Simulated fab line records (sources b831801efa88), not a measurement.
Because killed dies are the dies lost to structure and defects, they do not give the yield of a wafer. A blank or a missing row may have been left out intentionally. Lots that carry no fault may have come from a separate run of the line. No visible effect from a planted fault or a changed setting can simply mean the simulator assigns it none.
fab line records | flow sky130
record lots=12 | wafers=34 | last_day=50
route steps=708 shown VIA3@593 CAP2M@604 VIA4@639 PASSIVATION@681 PAD_OPEN@708
lots untouched by any fault: they come from a run of this same line in which no faults occurred
start_h: hours from the record's first day to the start of the lot's first wafer shown | wait_h: how many hours have passed since the lot's step before this one | " the same as in the row above | L1.1+2: a row that stands for several wafers | - no value, or no start given | * or withheld: withheld | < > ~ a bound
route shown NAME@n: a module of which the file shows steps, and the number in the route of the first | usual: mean/standard deviation taken from wafers without a fault | same: alike in all rows | chamber/n: place in a boat | sites: per-site readings | _std_site: standard deviation across them | _edge_site: inner sites' mean taken away from outer sites' mean | radius_mm: how far each site lies from the wafer's centre | mask NAME#n: copy n | behind: the most recent tool/chamber to have shaped the wafer | hold: the reason the lot was held/the length of the hold in hours/how it ended | device: the n, p or np transistor that did not switch | end of line: tests run on the same wafers once the route is complete | step lacking rows: just its recipe | killed: dies lost to structure and defects at the first sort, not the wafer's yield | map: a wafer's dies, marking killed ones x, the rest . and places with no die _
set.NAME: the setting that was run; set.NAME@STEP: the one run at that earlier step | model.NAME: the simulator's own value behind a step, which no gauge read
route steps across a sampled set of lots; one table per step, one row per wafer
services: when a tool's chamber went out of use (start_h, in hours from the record's first day, below 0 if earlier), for how many hours, and the reason
## steps
# step SKY_VIA3_SPUTTER_20
# recipe material=TiN | target_thk_nm=20 | chamber_pressure_pa=5 | power_w=4000 | time_s=80
# usual throttle_valve_pct=29.7/1.1
lot.wafer | tool           | chamber | start_h | wait_h | throttle_valve_pct
L862.1    | pvd_sputter-02 | -       | 921.12  | 0.0    | 29.4
L862.4    | "              | -       | "       | "      | 27.5
L862.5    | "              | -       | "       | "      | 30.2
L864.4    | pvd_sputter-03 | -       | 935.63  | 0.0    | 31.6
L864.5    | "              | -       | "       | "      | 31.2
L864.6    | "              | -       | "       | "      | 29.1
L865.4    | pvd_sputter-02 | -       | 942.35  | 0.0    | 29.4
L865.5    | "              | -       | "       | "      | 30.2
L865.6    | "              | -       | "       | "      | 27.7
L866.3    | pvd_sputter-03 | -       | 950.47  | 0.0    | 31.3
L866.5    | "              | -       | "       | "      | 28.3
L866.6    | "              | -       | "       | "      | 31.6
L868.3    | pvd_sputter-03 | -       | 990.81  | 0.0    | 31.3
L868.4    | "              | -       | "       | "      | 28.9
L868.5    | "              | -       | "       | "      | 31.8
L871.2    | pvd_sputter-02 | -       | 995.76  | 0.0    | 29.3
L871.4    | "              | -       | "       | "      | 27.7
L871.6    | "              | -       | "       | "      | 27.5
L873.1    | pvd_sputter-03 | -       | 1009.48 | 0.0    | 31.5
L873.2    | "              | -       | "       | "      | 31.4
L873.3    | "              | -       | "       | "      | 28.8
L874.2    | pvd_sputter-03 | -       | 1018.22 | 0.0    | 31.7
L874.3    | "              | -       | "       | "      | 28.8
L874.5    | "              | -       | "       | "      | 31.3
L875.4    | pvd_sputter-04 | -       | 1018.56 | 0.0    | 30.2
L875.5    | "              | -       | "       | "      | 29.1
L875.6    | "              | -       | "       | "      | 30.5
L879.5    | pvd_sputter-04 | -       | 1046.54 | 0.0    | 29.2
L879.6    | "              | -       | "       | "      | 30.1
L883.1    | pvd_sputter-03 | -       | 1074.27 | 0.0    | 28.7
L883.6    | "              | -       | "       | "      | 28.3
L885.1    | pvd_sputter-04 | -       | 1076.63 | 0.0    | 30.5
L885.3    | "              | -       | "       | "      | 29.2
L885.6    | "              | -       | "       | "      | 29.8
# step SKY_CAP2M_THK_MEAS_01
# recipe reads=SiO2_of_CAP2M_CVD_00
# usual CAP2M_CVD_00_THK=15.53/0.23
lot.wafer | tool          | chamber | start_h | wait_h | CAP2M_CVD_00_THK[nm]
L862.1    | film_metro-03 | -       | 922.08  | -      | 15.34
L862.4    | "             | -       | "       | "      | 15.51
L862.5    | "             | -       | "       | "      | 15.15
L864.4    | film_metro-02 | -       | 936.50  | -      | 16.01
L864.5    | "             | -       | "       | "      | 15.65
L864.6    | "             | -       | "       | "      | 15.75
L865.4    | film_metro-04 | -       | 943.22  | -      | 15.65
L865.5    | "             | -       | "       | "      | 15.88
L865.6    | "             | -       | "       | "      | 15.96
L866.3    | film_metro-04 | -       | 951.33  | -      | 15.67
L866.5    | "             | -       | "       | "      | 15.56
L866.6    | "             | -       | "       | "      | 15.84
L868.3    | film_metro-02 | -       | 991.67  | -      | 15.39
L868.4    | "             | -       | "       | "      | 15.69
L868.5    | "             | -       | "       | "      | 15.86
L871.2    | film_metro-03 | -       | 996.61  | -      | 15.29
L871.4    | "             | -       | "       | "      | 15.68
L871.6    | "             | -       | "       | "      | 15.27
L873.1    | film_metro-03 | -       | 1010.52 | -      | 15.18
L873.2    | "             | -       | "       | "      | 15.41
L873.3    | "             | -       | "       | "      | 15.57
L874.2    | film_metro-02 | -       | 1019.08 | -      | 15.51
L874.3    | "             | -       | "       | "      | 15.37
L874.5    | "             | -       | "       | "      | 15.31
L875.4    | film_metro-03 | -       | 1019.69 | -      | 15.66
L875.5    | "             | -       | "       | "      | 15.79
L875.6    | "             | -       | "       | "      | 15.68
L879.5    | film_metro-02 | -       | 1047.54 | -      | 15.75
L879.6    | "             | -       | "       | "      | 15.62
L883.1    | film_metro-04 | -       | 1075.11 | -      | 15.55
L883.6    | "             | -       | "       | "      | 15.70
L885.1    | film_metro-03 | -       | 1077.47 | -      | 15.59
L885.3    | "             | -       | "       | "      | 15.43
L885.6    | "             | -       | "       | "      | 15.93
# step SKY_VIA4_HDPCVD_00
# recipe material=SiO2 | target_thk_nm=1750 | sigma_open_frac=0.3 | time_s=291.7 | temp_c=400 | sih4_flow_sccm=60 | pressure_mtorr=6
# usual pressure_mtorr=6.000/0.012 | run_length_s=319.6/0.67 | susceptor_temp_C=400.01/0.22
lot.wafer | tool      | chamber | start_h | wait_h | pressure_mtorr | run_length_s | susceptor_temp_C
L862.1    | hdpcvd-01 | 1       | 972.47  | 0.0    | 6.004          | 320.0        | 399.90
L862.4    | "         | 2       | "       | "      | 5.988          | 319.1        | 399.98
L862.5    | "         | 1       | "       | "      | 6.003          | 320.6        | 400.08
L864.4    | hdpcvd-01 | 0       | 986.89  | 0.1    | 5.980          | 318.9        | 400.11
L864.5    | "         | 2       | "       | "      | 6.008          | 320.1        | 400.18
L864.6    | "         | 1       | "       | "      | 5.992          | 319.9        | 400.15
L865.4    | hdpcvd-02 | 2       | 994.94  | 0.1    | 6.000          | 319.3        | 399.98
L865.5    | "         | 0       | "       | "      | 5.968          | 321.2        | 400.01
L865.6    | "         | 1       | "       | "      | 6.016          | 320.0        | 400.21
L866.3    | hdpcvd-01 | 1       | 1000.78 | 0.0    | 5.998          | 319.7        | 400.05
L866.5    | "         | 0       | "       | "      | 5.991          | 319.0        | 400.13
L866.6    | "         | 1       | "       | "      | 5.995          | 320.0        | 400.10
L868.3    | hdpcvd-01 | 0       | 1038.96 | 0.0    | 6.015          | 319.5        | 400.03
L868.4    | "         | 0       | "       | "      | 5.998          | 318.9        | 400.27
L868.5    | "         | 2       | "       | "      | 6.008          | 319.6        | 399.84
L871.2    | hdpcvd-02 | 1       | 1043.28 | 0.0    | 6.003          | 320.0        | 400.18
L871.4    | "         | 2       | "       | "      | 6.014          | 318.8        | 400.31
L871.6    | "         | 1       | "       | "      | 6.009          | 320.1        | 400.55
L873.1    | hdpcvd-01 | 2       | 1057.61 | 0.0    | 5.995          | 319.2        | 400.24
L873.2    | "         | 0       | "       | "      | 6.007          | 318.7        | 399.76
L873.3    | "         | 1       | "       | "      | 6.005          | 320.3        | 399.72
L874.2    | hdpcvd-02 | 1       | 1064.05 | 0.0    | 5.981          | 320.4        | 399.96
L874.3    | "         | 2       | "       | "      | 6.006          | 319.0        | 399.85
L874.5    | "         | 2       | "       | "      | 6.010          | 319.3        | 399.79
L875.4    | hdpcvd-01 | 0       | 1065.38 | 0.1    | 5.996          | 318.9        | 400.19
L875.5    | "         | 2       | "       | "      | 6.006          | 319.2        | 400.00
L875.6    | "         | 1       | "       | "      | 6.012          | 320.0        | 400.12
L879.5    | hdpcvd-01 | 1       | 1090.59 | 0.1    | 6.024          | 338.4        | 399.62
L879.6    | "         | 2       | "       | "      | 6.000          | 337.6        | 399.86
L883.1    | hdpcvd-01 | 2       | 1117.61 | 0.0    | 5.994          | 319.7        | 399.96
L883.6    | "         | 2       | "       | "      | 6.003          | 337.9        | 400.33
L885.1    | hdpcvd-02 | 1       | 1119.22 | 0.0    | 5.992          | 320.0        | 399.85
L885.3    | "         | 2       | "       | "      | 5.990          | 319.2        | 400.20
L885.6    | "         | 2       | "       | "      | 5.991          | 319.1        | 400.68
# step SKY_VIA4_THK_MEAS_01
# recipe reads=SiO2_of_VIA4_HDPCVD_00
# usual VIA4_HDPCVD_THK=1753/15
lot.wafer | tool          | chamber | start_h | wait_h | VIA4_HDPCVD_THK[nm]
L862.1    | film_metro-04 | -       | 972.65  | 0.1    | 1766
L862.4    | "             | -       | "       | "      | 1763
L862.5    | "             | -       | "       | "      | 1784
L864.4    | film_metro-04 | -       | 987.01  | 0.0    | 1724
L864.5    | "             | -       | "       | "      | 1742
L864.6    | "             | -       | "       | "      | 1781
L865.4    | film_metro-03 | -       | 995.06  | 0.0    | 1754
L865.5    | "             | -       | "       | "      | 1743
L865.6    | "             | -       | "       | "      | 1755
L866.3    | film_metro-04 | -       | 1000.98 | 0.1    | 1773
L866.5    | "             | -       | "       | "      | 1789
L866.6    | "             | -       | "       | "      | 1776
L868.3    | film_metro-03 | -       | 1039.16 | 0.1    | 1769
L868.4    | "             | -       | "       | "      | 1760
L868.5    | "             | -       | "       | "      | 1776
L871.2    | film_metro-03 | -       | 1043.47 | 0.1    | 1741
L871.4    | "             | -       | "       | "      | 1736
L871.6    | "             | -       | "       | "      | 1765
L873.1    | film_metro-04 | -       | 1057.79 | 0.1    | 1758
L873.2    | "             | -       | "       | "      | 1775
L873.3    | "             | -       | "       | "      | 1779
L874.2    | film_metro-03 | -       | 1064.24 | 0.1    | 1771
L874.3    | "             | -       | "       | "      | 1771
L874.5    | "             | -       | "       | "      | 1761
L875.4    | film_metro-01 | -       | 1065.50 | 0.0    | 1747
L875.5    | "             | -       | "       | "      | 1764
L875.6    | "             | -       | "       | "      | 1778
L879.5    | film_metro-01 | -       | 1090.72 | 0.0    | 1858
L879.6    | "             | -       | "       | "      | 1853
L883.1    | film_metro-04 | -       | 1117.79 | 0.1    | 1736
L883.6    | "             | -       | "       | "      | 1841
L885.1    | film_metro-01 | -       | 1119.40 | 0.1    | 1708
L885.3    | "             | -       | "       | "      | 1736
L885.6    | "             | -       | "       | "      | 1732
# step SKY_PASSIVATION_CVD_00
# recipe material=SiO2 | target_thk_nm=90 | temp_c=400 | time_s=withheld | rf_w=600
# usual heater_power_w=699/100 | susceptor_temp_C=400.00/0.23
lot.wafer | tool     | chamber | start_h | wait_h | heater_power_w | susceptor_temp_C
L862.1    | pecvd-01 | 2       | 1021.41 | 0.0    | 637            | 400.25
L862.4    | "        | 0       | "       | "      | 713            | 399.73
L862.5    | "        | 0       | "       | "      | 716            | 399.40
L864.4    | pecvd-01 | 0       | 1035.34 | 0.0    | 732            | 399.54
L864.5    | "        | 1       | "       | "      | 747            | 399.92
L864.6    | "        | 2       | "       | "      | 614            | 399.97
L865.4    | pecvd-01 | 2       | 1042.63 | 0.0    | 639            | 400.42
L865.5    | "        | 1       | "       | "      | 708            | 400.04
L865.6    | "        | 0       | "       | "      | 692            | 399.65
L866.3    | pecvd-03 | 1       | 1048.02 | 0.0    | 526            | 400.00
L866.5    | "        | 1       | "       | "      | 523            | 399.84
L866.6    | "        | 0       | "       | "      | 768            | 400.09
L868.3    | pecvd-04 | 1       | 1084.49 | 0.0    | 767            | 400.01
L868.4    | "        | 2       | "       | "      | 782            | 399.76
L868.5    | "        | 0       | "       | "      | 829            | 399.46
L871.2    | pecvd-03 | 0       | 1089.03 | 0.0    | 692            | 399.72
L871.4    | "        | 2       | "       | "      | 770            | 400.04
L871.6    | "        | 0       | "       | "      | 711            | 399.94
L873.1    | pecvd-04 | 2       | 1101.36 | 0.0    | 715            | 400.20
L873.2    | "        | 1       | "       | "      | 780            | 399.91
L873.3    | "        | 0       | "       | "      | 763            | 399.82
L874.2    | pecvd-03 | 0       | 1107.65 | 0.0    | 796            | 399.86
L874.3    | "        | 1       | "       | "      | 576            | 400.17
L874.5    | "        | 1       | "       | "      | 553            | 400.16
L875.4    | pecvd-01 | 2       | 1109.70 | 0.0    | 564            | 399.82
L875.5    | "        | 0       | "       | "      | 761            | 400.09
L875.6    | "        | 1       | "       | "      | 712            | 400.17
L879.5    | pecvd-03 | 1       | 1132.65 | 0.0    | 516            | 400.58
L879.6    | "        | 0       | "       | "      | 691            | 400.30
L883.1    | pecvd-03 | 1       | 1157.62 | 0.0    | 516            | 399.89
L883.6    | "        | 1       | "       | "      | 524            | 399.70
L885.1    | pecvd-03 | 2       | 1159.47 | 0.0    | 713            | 400.04
L885.3    | "        | 1       | "       | "      | 584            | 400.05
L885.6    | "        | 1       | "       | "      | 584            | 399.72
# step SKY_PAD_OPEN_PROBE_99
# usual defect_limited_yield=82.0/1.9 | killed_at_M0_to_M3=45/6.9 | killed_at_M4_up=3.0/1.7 | killed_at_contacts=25/5.6 | killed_at_front_end=15/4.2 | killed_at_other=0.3/0.55 | killed_dies=89/9.6 | killed_open=49/7.2 | killed_short=39/6.5 | sort_bin_3_pad_short=0.9/0.44 | sort_bin_5_function=10.7/1.4 | sort_bin_6_memory=6.4/1.3 | sort_n_pass=403/9.6 | sort_yield_pct=82.0/1.9
# same gross_dies=492 | killed_at_back_side=0 | sort_bin_4_leakage[%]=0 | sort_bin_8_speed[%]=0
lot.wafer | tool      | chamber | start_h | wait_h | defect_limited_yield[%] | killed_at_M0_to_M3 | killed_at_M4_up | killed_at_contacts | killed_at_front_end | killed_at_other | killed_dies | killed_open | killed_short | sort_bin_3_pad_short[%] | sort_bin_5_function[%] | sort_bin_6_memory[%] | sort_n_pass | sort_yield_pct[%]
L864.4    | prober-02 | -       | 1081.14 | 0.2    | 79.9                    | 54                 | 4               | 26                 | 15                  | 0               | 99          | 57          | 42           | 1.0                     | 11.6                   | 7.5                  | 393         | 79.9
L864.5    | prober-02 | -       | 1081.19 | 0.2    | 82.1                    | 41                 | 3               | 28                 | 15                  | 1               | 88          | 45          | 43           | 1.2                     | 10.2                   | 6.5                  | 404         | 82.1
L864.6    | prober-02 | -       | 1081.24 | 0.2    | 80.5                    | 56                 | 2               | 24                 | 14                  | 0               | 96          | 60          | 36           | 0                       | 14.8                   | 4.7                  | 396         | 80.5
# killed by level:class
L864.4 VIA1:geometric_particle:open=14 CONTACT:geometric_particle:open=12 VIA3:geometric_particle:open=12 CONTACT:geometric_particle:short=7 VIA1:geometric_particle:short=6 METAL3:geometric_particle:short=6 FIELD_ISO:geometric_particle:short=5 POLY_GATE:geometric_particle:open=5
L864.5 LI_CONTACT:geometric_particle:open=9 CONTACT:geometric_particle:open=8 VIA1:geometric_particle:short=7 VIA3:geometric_particle:open=7 FIELD_ISO:geometric_particle:open=6 POLY_GATE:geometric_particle:short=5 METAL1:geometric_particle:short=5 LOCAL_INTERCONNECT:geometric_particle:short=5
L864.6 VIA1:geometric_particle:open=19 VIA3:geometric_particle:open=11 CONTACT:geometric_particle:open=9 VIA2:geometric_particle:open=6 METAL2:geometric_particle:short=5 POLY_GATE:geometric_particle:open=4 LOCAL_INTERCONNECT:geometric_particle:short=4 CONTACT:geometric_particle:short=4
## services
tool           | chamber | start_h | hours | kind
pvd_sputter-04 | -       | 913.38  | 1.6   | repair
hdpcvd-02      | -       | 917.61  | 0.8   | pm
pecvd-01       | -       | 919.21  | 0.4   | repair
pecvd-03       | -       | 920.08  | 2.8   | pm
hdpcvd-02      | -       | 927.42  | 2.2   | repair
hdpcvd-02      | -       | 950.25  | 15.0  | pm
pvd_sputter-02 | -       | 965.01  | 2.7   | repair
pvd_sputter-04 | -       | 1010.48 | 1.7   | repair
pvd_sputter-02 | -       | 1042.02 | 13.8  | repair
pvd_sputter-02 | -       | 1067.48 | 12.5  | repair
pecvd-03       | -       | 1069.70 | 5.5   | pm
hdpcvd-01      | 1       | 1075.22 | 4.9   | repair
pecvd-03       | 1       | 1076.71 | 13.1  | repair
pvd_sputter-03 | 1       | 1077.45 | -     | consumable_replace:kit
pvd_sputter-03 | 1       | 1077.45 | 18.0  | scheduled_down
pvd_sputter-03 | 1       | 1077.45 | 18.0  | vent_cycle
pecvd-04       | -       | 1078.45 | 2.8   | pm
pecvd-01       | 2       | 1092.06 | 2.6   | repair
pecvd-01       | -       | 1100.38 | 0.5   | repair
pecvd-01       | -       | 1110.69 | 0.7   | repair
pecvd-01       | 0       | 1114.10 | 6.2   | repair
pvd_sputter-03 | 0       | 1154.19 | -     | consumable_replace:kit
pvd_sputter-03 | 0       | 1154.19 | 18.0  | scheduled_down
pvd_sputter-03 | 0       | 1154.19 | 18.0  | vent_cycle
## key
first_sign step=SKY_VIA4_HDPCVD_00 | reading=run_length_s | direction=up | sigmas=27 | usual=* | struck=*
effect step=SKY_VIA4_THK_MEAS_01 | reading=VIA4_HDPCVD_THK | direction=up | sigmas=6.6 | usual=1753 | struck=1851
met_at SKY_VIA4_HDPCVD_00
struck_lots L879,L883
struck_wafers L879.5,L879.6,L883.6
not_acting_at SKY_VIA3_SPUTTER_20,SKY_CAP2M_THK_MEAS_01,SKY_PASSIVATION_CVD_00
onset_between 1065.38 1090.59
fault kind=process_parameter_drift | tool=hdpcvd-01 | chamber=- | onset_h=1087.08 | steps=SKY_VIA4_HDPCVD_00 | channel=time_s | offset=* | shape=step | end_h=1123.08 | scope=struck_wafers_only | acts_in=* | stated=*
